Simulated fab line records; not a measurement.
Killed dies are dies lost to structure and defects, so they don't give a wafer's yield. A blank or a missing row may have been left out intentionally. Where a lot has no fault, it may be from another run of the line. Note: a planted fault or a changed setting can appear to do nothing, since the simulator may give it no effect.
Problem report, 8D (eight disciplines) form, completed by code :: flow sky130 :: the parts of the form that need people (team, actions taken, sign-off) are left out

== 1. THE ISSUE ==
Across 9 wafers from 3 lots, SPACER_CVD_00_THK at SKY_SPACER_THK_MEAS_01 averages 32.7 nm, while fault-free wafers read 43.0 nm with a standard deviation of 0.47. That is -22 standard deviations from the usual mean.
The first sign was on wafer L832.2 at day 25 09:36, on filmMetro-03. At this step, 18 wafers from 6 lots have a number in the record. Rule for "out", or "out of limits": more than 4 standard deviations from the usual mean. The rest of the wafers with a number are treated as sound.

== 2. WHAT IT IS AND WHAT IT IS NOT ==
question: which readings at this step
is: SPACER_CVD_00_THK
is not: -

question: which lots
is: L832, L833, L834
is not: L826, L827, L830

question: which wafers of those lots
is: all that have a number
is not: -

question: read on which gauges
is: filmMetro-03, filmMetro-04
is not: filmMetro-02

question: when
is: from day 25 09:36
is not: up to then (9 sound wafers)

== 3. THE SUSPECTS, EACH WITH WHAT RULES IT OUT ==
Counting: a tool stays on the suspect list if, at a process step up to the reading, it processed all lots that are out and no sound lot following the first of them.
- the gauge at SKY_SPACER_THK_MEAS_01 is ruled out. Those wafers that are out were read across 2 gauges (filmMetro-03, filmMetro-04).
- plasmaAsher-01 at SKY_LDD_LDN_STRIP_12 (strips in O2/N2): kept. It processed each lot that is out, first L832 at day 25 08:10, and no sound lot thereafter; up to then, the last sound lot it processed was L827 at day 23 04:46.
- lpcvd-02 at SKY_SPACER_CVD_00 (deposits Si3N4 from DCS/NH3, target thk 43.1 nm, time 740 s): kept. It processed each lot that is out, first L832 at day 25 08:23, and no sound lot thereafter; up to then, the last sound lot it processed was L830 at day 24 10:41.
Left after counting: plasmaAsher-01 at SKY_LDD_LDN_STRIP_12, lpcvd-02 at SKY_SPACER_CVD_00.

== 4. THE CAUSE (what the simulator had put in) ==
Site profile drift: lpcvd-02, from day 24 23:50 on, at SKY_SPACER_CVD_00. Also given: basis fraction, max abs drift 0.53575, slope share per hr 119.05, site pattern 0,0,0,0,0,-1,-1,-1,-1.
Of the 2 suspects that counting leaves, this tool is one.

== 5. SEQUENCE OF EFFECTS, ordered by route ==
Each row: a reading where the mean over the struck wafers with a number is more than 3 standard deviations away from the usual. Only readings for which the record gives a usual standard deviation are gone through. hours: the time from each lot's start at the first step in this table that gives one to its start at this step, as a median over the lots. sigmas: the change in usual standard deviations.
hours: 0
step: SKY_SPACER_THK_MEAS_01
reading: SPACER_CVD_00_THK
usual: 43.0 nm
on struck wafers: 32.7
change: -10.3
sigmas: -22

hours: 0
step: SKY_SPACER_ETCHBACK_02
reading: oesProductAu
usual: 0.854 a.u.
on struck wafers: 0.742
change: -0.112
sigmas: -19
Process steps it contains:
- SKY_SPACER_ETCHBACK_02: etches Si3N4 in CH3F/O2, stops on SiO2, time 46.7 s, target depth 45 nm.

== 6. HOW IT WOULD HAVE BEEN CAUGHT EARLIER ==
The first out-of-limits reading at a measuring or inspecting step in this record came at day 25 09:36, 10 hours after the fault's start at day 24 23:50.
An alarm limit of 4 standard deviations would not have fired on the tool readings at SKY_SPACER_CVD_00 for which the record gives a usual standard deviation, since none of them was out on any struck wafer.
L833, L834, from the lots that are out (3), started SKY_SPACER_CVD_00 on lpcvd-02 later than day 25 09:36. A hold on the tool at that time would have spared those 2.
